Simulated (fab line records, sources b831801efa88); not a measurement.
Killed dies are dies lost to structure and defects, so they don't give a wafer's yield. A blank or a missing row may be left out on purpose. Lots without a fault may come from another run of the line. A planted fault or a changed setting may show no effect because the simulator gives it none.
One fault seen from 2 desks | flow gf180mcu | each desk has only its own numbers; what lay behind them comes last

THE METROLOGY DESK
What the gauges read, lot by lot, whatever tool the lot ran on: means of the sampled wafers that have a number. A lot is out of limits, marked OUT, if its mean lies more than 4 standard deviations from the usual mean; the brackets give that distance.
Columns: A = NWELL_TW at GF_NWELL_TW_MEAS_11, usual 1558; B = NWELL_RS at GF_VT_IMPLANT_RS_MEAS_47, usual 488.2 ohm/sq; C = POLY_GATE_CVD_00_THK at GF_POLY_GATE_THK_MEAS_01, usual 194.9 nm; D = cd_nm at GF_NSD_CD_MEAS_07, usual 399.8 nm
lot  | first seen here | A               | B               | C     | D
L147 | day 3 07:32     | 1536            | 488.4           | 191.6 | 400.6
L148 | day 3 12:28     | 1568            | 489.1           | 195.7 | 400.7
L149 | day 3 18:23     | 1561            | 488.6           | 194.6 | 397.8
L151 | day 4 04:29     | 1558            | 489.2           | 196.0 | 399.6
L152 | day 4 09:06     | 1412 (-7.0) OUT | 603.9 (+89) OUT | 193.0 | 401.6
L153 | day 4 19:11     | 1402 (-7.4) OUT | 605.1 (+90) OUT | 194.5 | 396.5
L162 | day 6 23:20     | 1567            | 489.4           | 195.7 | 398.8
L164 | day 7 08:29     | 1579            | 489.0           | 197.5 | 402.5
L166 | day 7 15:07     | 1565            | 488.6           | 196.6 | 401.4
L167 | day 7 20:28     | 1578            | 488.0           | 194.8 | 397.3
L168 | day 8 03:23     | 1572            | 486.9           | 194.9 | 402.1
L170 | day 8 12:50     | 1580            | 486.6           | 194.1 | 404.9
This desk's finding: out of limits on L152, L153; first on L152, day 4 09:06 (NWELL_TW at GF_NWELL_TW_MEAS_11). In limits: L147, L148, L149, L151, L162, L164, L166, L167, L168, L170.

THE TOOL OWNER'S DESK: implanter-02
The tool's own readings at GF_NWELL_IMPLANT_08: means of the sampled wafers that have a number, for each lot that ran on this tool. A lot is out of limits, marked OUT, if its mean lies more than 4 standard deviations from the usual mean; the brackets give that distance.
Columns: A = beam_energy_keV at GF_NWELL_IMPLANT_08, usual 450.03; B = dose_ions_cm2 at GF_NWELL_IMPLANT_08, usual 1.5002e+13; C = faraday_current_uA at GF_NWELL_IMPLANT_08, usual 84.6
lot  | first seen here | A      | B                            | C
L147 | day 3 07:08     | 450.17 | 1.4984e+13                   | 84.9
L151 | day 4 04:05     | 449.92 | 1.4990e+13                   | 84.2
L152 | day 4 08:44     | 450.00 | 1.0064e+13 (-99 or more) OUT | 56.4 (-18) OUT
L153 | day 4 18:47     | 449.96 | 1.0064e+13 (-99 or more) OUT | 56.5 (-18) OUT
L166 | day 7 14:43     | 449.80 | 1.4992e+13                   | 86.8
This desk's finding: out of limits on L152, L153; first on L152, day 4 08:44 (dose_ions_cm2 at GF_NWELL_IMPLANT_08). In limits: L147, L151, L166.

PUT TOGETHER
The tool owner's desk could have raised an alarm at day 4 08:44, on L152, L153.
The metrology desk could have raised an alarm at day 4 09:06, on L152, L153.
Of the lots named, all ran GF_NWELL_IMPLANT_08 on implanter-02.

WHAT THE SIMULATOR HAD PUT IN
Process parameter drift: implanter-02, from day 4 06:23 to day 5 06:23, at GF_NWELL_IMPLANT_08. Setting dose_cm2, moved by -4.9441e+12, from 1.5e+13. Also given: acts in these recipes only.
Lots struck among those shown: L152, L153.
Hours from the fault's start to each desk's first reading out of limits: the tool owner's desk, 2; the metrology desk, 3.
